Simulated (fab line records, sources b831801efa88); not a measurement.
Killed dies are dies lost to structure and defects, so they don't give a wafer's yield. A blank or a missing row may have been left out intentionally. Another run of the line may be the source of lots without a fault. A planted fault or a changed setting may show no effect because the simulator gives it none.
A struck lot beside a sound one + flow gf180mcu + 14 steps out of a route of 602
Sound: the wafers L838.2, L838.5, L838.6. The struck wafers were L846.2, L846.3, L846.4. The cause comes at the end.
Per side, at each step with rows, come the tool, then ch with its chambers, and then its first start. Under that, the readings that differ: sound wafers + struck wafers + difference of the means + sigmas: that difference in standard deviations of wafers without a fault.
alike: a reading whose means differ by less than 2 such deviations, as well as words and numbers matching on both sides. not compared: withheld readings; readings where some wafer has no value; bounds like >300 that might hide an equal value; numbers whose values overlap and for which the record gives no deviation.
Wherever a step has rows on one side only, a row that says differs or no value, or a row with sigmas, the two part there. Numbers that have no deviation but don't overlap get no sigmas and don't part them. Lack of a reading on every wafer of one side parts them only where that side has two or more wafers.

GF_CONTACT_CMP_27: polishes, stops on SiO2, t overpolish 15 s, target thk 0 nm.
  sound on cmp-01 ch 0,1,3, day 19 04:14; struck on cmp-01 ch 0,1,2, day 21 21:52
  alike: motor-current-A, overpolish-run-s, time-to-endpoint-s
GF_M1_SPUTTER_00: material Ti, target thk 37.5 nm, time 150 s.
  sound on pvd-sputter-02, day 19 04:26; struck on pvd-sputter-04, day 21 22:10
  alike: throttle-valve-pct
then, 1 step without rows for these wafers: GF_M1_SPUTTER_01 (material TiN, target thk 30 nm, time 25 s).
GF_M1_SPUTTER_02: material AlCu, target thk 450 nm, time 23.9 s.
  sound on pvd-sputter-02, day 19 04:34; struck on pvd-sputter-04, day 21 22:18
  alike: throttle-valve-pct
GF_M1_SPUTTER_03: material Ti, target thk 10 nm, time 6.7 s.
  sound on pvd-sputter-02, day 19 04:35; struck on pvd-sputter-04, day 21 22:20
  alike: throttle-valve-pct
GF_M1_SPUTTER_04: material TiN, target thk 50 nm, time 41.7 s.
  sound on pvd-sputter-02, day 19 04:37; struck on pvd-sputter-04, day 21 22:21
  alike: throttle-valve-pct
GF_M1_RS_MEAS_05: uses a four-point probe to measure.
  sound on film-metro-04, day 19 04:40; struck on film-metro-02, day 21 22:25
  alike: M1_ALCU_RS
GF_M1_THK_MEAS_06: measures by xrf.
  sound on film-metro-04, day 19 04:47; struck on film-metro-02, day 21 22:31
  alike: M1_ALCU_THK
then, 4 steps without rows for these wafers: GF_M1_DEHYDRATE_07 (time 60 s); GF_M1_HMDS_08 (prime time 60 s); GF_M1_COAT_09 (resist thk 1000 nm); GF_M1_SOFTBAKE_10 (time 60 s).
GF_M1_EXPOSE_11: exposes mask Metal1, target cd 230 nm.
  struck on krf-scanner-01, day 22 09:46; sound on krf-scanner-01 ch 0, day 19 17:37
  no value came back on the struck wafers for exposure-dose-mJ-cm2, focus-offset-nm (nm); on the sound wafers exposure-dose-mJ-cm2 reads 27.96 27.98 27.93
  alike: mask
then, 1 step without rows for these wafers: GF_M1_PEB_12 (peb time 90 s).

## WHERE THEY PART
GF_M1_EXPOSE_11 only, going by this record.

WHY: what the simulator had put in
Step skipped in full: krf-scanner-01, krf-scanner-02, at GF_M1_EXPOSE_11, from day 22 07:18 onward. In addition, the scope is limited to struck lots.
